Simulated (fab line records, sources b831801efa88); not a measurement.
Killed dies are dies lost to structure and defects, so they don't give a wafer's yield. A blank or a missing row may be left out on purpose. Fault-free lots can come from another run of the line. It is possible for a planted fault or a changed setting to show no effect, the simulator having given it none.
Matching of chambers -- flow sky130 -- 4 sister chambers for SKY_VIA1_ETCH_15 on rie diel-02
The step etches SiO2 in C4F8/O2/Ar, stops on TiN, target depth 351 nm, time 54 s. 24 wafers are shown with their chamber, then 12 later ones without.

## WAFERS PAIRED WITH THEIR CHAMBERS
wafer,chamber,oes product au (a.u.)
L078.1,1,0.982
L078.2,2,0.991
L078.6,1,0.993
L081.3,1,0.977
L081.4,3,0.980
L081.6,1,0.975
L082.1,2,0.979
L082.4,1,0.982
L082.5,2,0.982
L083.4,0,0.978
L083.5,2,0.989
L083.6,3,0.974
L085.2,3,0.977
L085.4,1,0.979
L085.6,0,0.986
L084.2,0,0.985
L084.5,1,0.983
L084.6,2,0.975
L086.1,1,0.983
L086.2,3,0.973
L086.3,2,0.993
L086.4,0,0.992
L086.5,2,0.990
L086.6,1,0.979

SIGNATURES, as means of the wafers listed above
reading,chamber 0,chamber 1,chamber 2,chamber 3,scatter within a chamber
oes product au,0.98525,0.98144,0.98557,0.97600,0.00559
Rule: a wafer's distance from a chamber is the root of the sum, over the readings, of the square of ((its reading less the chamber's mean) divided by the reading's scatter). If the next closest chamber is less than 2 further off than the closest, the wafer can't be placed; otherwise it belongs to the closest. The scatter: take each reading less its chamber's mean, square it, sum over the shown wafers, divide by the number of wafers less the number of chambers, and take the root.

## WAFERS WITH NO CHAMBER GIVEN
wafer,oes product au (a.u.)
L088.3,0.991
L088.5,0.984
L088.6,0.984
L093.2,0.969
L093.5,0.977
L093.6,0.973
L094.3,0.978
L094.4,0.978
L094.5,0.983
L097.1,0.980
L097.3,0.984
L097.4,0.981

## CHAMBER TAKEN BY EACH
wafer,from the rows above,in truth
L088.3,can't be placed: 2 or 0 or 1 or 3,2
L088.5,can't be placed: 0 or 2 or 1 or 3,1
L088.6,can't be placed: 0 or 2 or 1 or 3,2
L093.2,can't be placed: 3 or 1 or 0 or 2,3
L093.5,can't be placed: 3 or 1 or 0 or 2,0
L093.6,can't be placed: 3 or 1 or 0 or 2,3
L094.3,can't be placed: 3 or 1 or 0 or 2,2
L094.4,can't be placed: 3 or 1 or 0 or 2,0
L094.5,can't be placed: 1 or 0 or 2 or 3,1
L097.1,can't be placed: 1 or 3 or 0 or 2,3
L097.3,can't be placed: 0 or 2 or 1 or 3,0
L097.4,can't be placed: 1 or 0 or 2 or 3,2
Correct placement for 0 of the 12. Cannot be placed on the basis of these rows: 12; the candidates contain the true chamber in 12. Number placed wrongly: 0.
